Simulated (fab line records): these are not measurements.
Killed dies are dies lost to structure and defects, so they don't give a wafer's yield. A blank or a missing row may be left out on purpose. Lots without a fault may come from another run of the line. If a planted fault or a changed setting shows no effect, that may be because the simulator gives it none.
Comparing a struck lot with a sound one    flow sky130    15 out of 708 route steps
Sound: the wafers L866.2, L866.3, L866.6. Wafers struck: L858.3, L858.4, L858.5. The cause is named last.
Each step with rows lists, per side, the tool, then ch with its chambers, then its first start. Under that, the readings that differ: sound wafers    struck wafers    difference of the means    sigmas: that difference in standard deviations of wafers without a fault.
alike: same words and numbers on both sides, and readings whose means sit less than 2 such deviations apart. not compared: any withheld reading, any reading some wafer has no value for, any bound like >300 that may hide the same value, and any number with overlapping values for which the record gives no deviation.
Wherever a step has rows on one side only, a row that says differs or no value, or a row with sigmas, the two part there. Non-overlapping numbers with no deviation appear without sigmas and do not part them. A reading that every wafer of one side lacks parts them only if that side has two wafers or more.

SKY_VIA1_BOW_MEAS_03:
  sound on film-metro-04, day 39 18:53; struck on film-metro-02, day 36 14:41
  alike: VIA1_BOW
then, 8 steps without rows for these wafers: SKY_VIA1_DEHYDRATE_04 (time 60 s); SKY_VIA1_HMDS_05 (prime time 60 s); SKY_VIA1_COAT_06 (resist thk 60 nm); SKY_VIA1_COAT_07 (resist thk 450 nm); SKY_VIA1_SOFTBAKE_08 (time 90 s); SKY_VIA1_EXPOSE_09 (exposes mask VIM, target cd 150 nm); SKY_VIA1_PEB_10; SKY_VIA1_DEVELOP_11 (develop time 60 s).
SKY_VIA1_CD_MEAS_12: the cd target is 150 nm.
  sound on cd-sem-02, day 40 18:41; struck on cd-sem-01, day 37 16:40
reading     sound              struck             difference  sigmas
cd-nm (nm)  147.7 146.3 146.9  153.6 151.3 152.4  +5.5        +3
SKY_VIA1_OVL_MEAS_13:
  sound on overlay-01, day 40 18:47; struck on overlay-01, day 37 16:46
  alike: VIA1_OVL
SKY_VIA1_ETCH_14: etches BARC in N2/H2, stops on SiO2, time 45.08 s, target depth 60 nm.
  sound on rie-diel-01 ch 0,3, day 40 18:49; struck on rie-diel-03 ch 0,3, day 37 16:47
reading                sound              struck             difference  sigmas
oes-product-au (a.u.)  0.853 0.857 0.852  0.863 0.864 0.865  +0.010      +2
  alike: bias-w, chamber-pressure-mTorr, drypump-motor-current-A, throttle-valve-pct
  not compared: rf-hours-counter-h
SKY_VIA1_ETCH_15: etches SiO2 in C4F8/O2/Ar, stops on TiN, target depth 351 nm, time 54 s.
  sound on rie-diel-01 ch 0,3, day 40 18:52; struck on rie-diel-03 ch 0,3, day 37 16:49
  no value came back on the struck wafers for bias-w (W), chamber-pressure-mTorr (mTorr), oes-product-au (a.u.); on the sound wafers bias-w (W) reads 1206 1197 1190
reading                                      sound              struck             difference  sigmas
model.KrF-thick_of_VIA1_COAT_07.thk-nm (nm)  322.5 321.2 322.1  392.6 392.1 392.3  +70.4       
  not compared: rf-hours-counter-h
SKY_VIA1_STRIP_16: strips in O2/N2.
  sound on plasma-asher-03 ch 0,1, day 40 18:54; struck on plasma-asher-04 ch 0,1, day 37 16:54
reading                       sound              struck             difference  sigmas
drypump-motor-current-A (A)   5.47 5.39 5.39     5.85 5.81 5.80     +0.40       +2
oes-product-au (a.u.)         0.416 0.410 0.425  0.443 0.444 0.450  +0.029      +6
strip-time-to-endpoint-s (s)  4.452 4.444 4.426  5.190 5.183 5.184  +0.745      +37
  not compared: rf-hours-counter-h
then, 1 step without rows for these wafers: SKY_VIA1_STRIP_17 (strips in post etch residue remover, time 1200 s).

== WHERE THEY PART ==
At SKY_VIA1_CD_MEAS_12 first; at SKY_VIA1_STRIP_16 last (within this record only).

WHY: whatever the simulator had introduced
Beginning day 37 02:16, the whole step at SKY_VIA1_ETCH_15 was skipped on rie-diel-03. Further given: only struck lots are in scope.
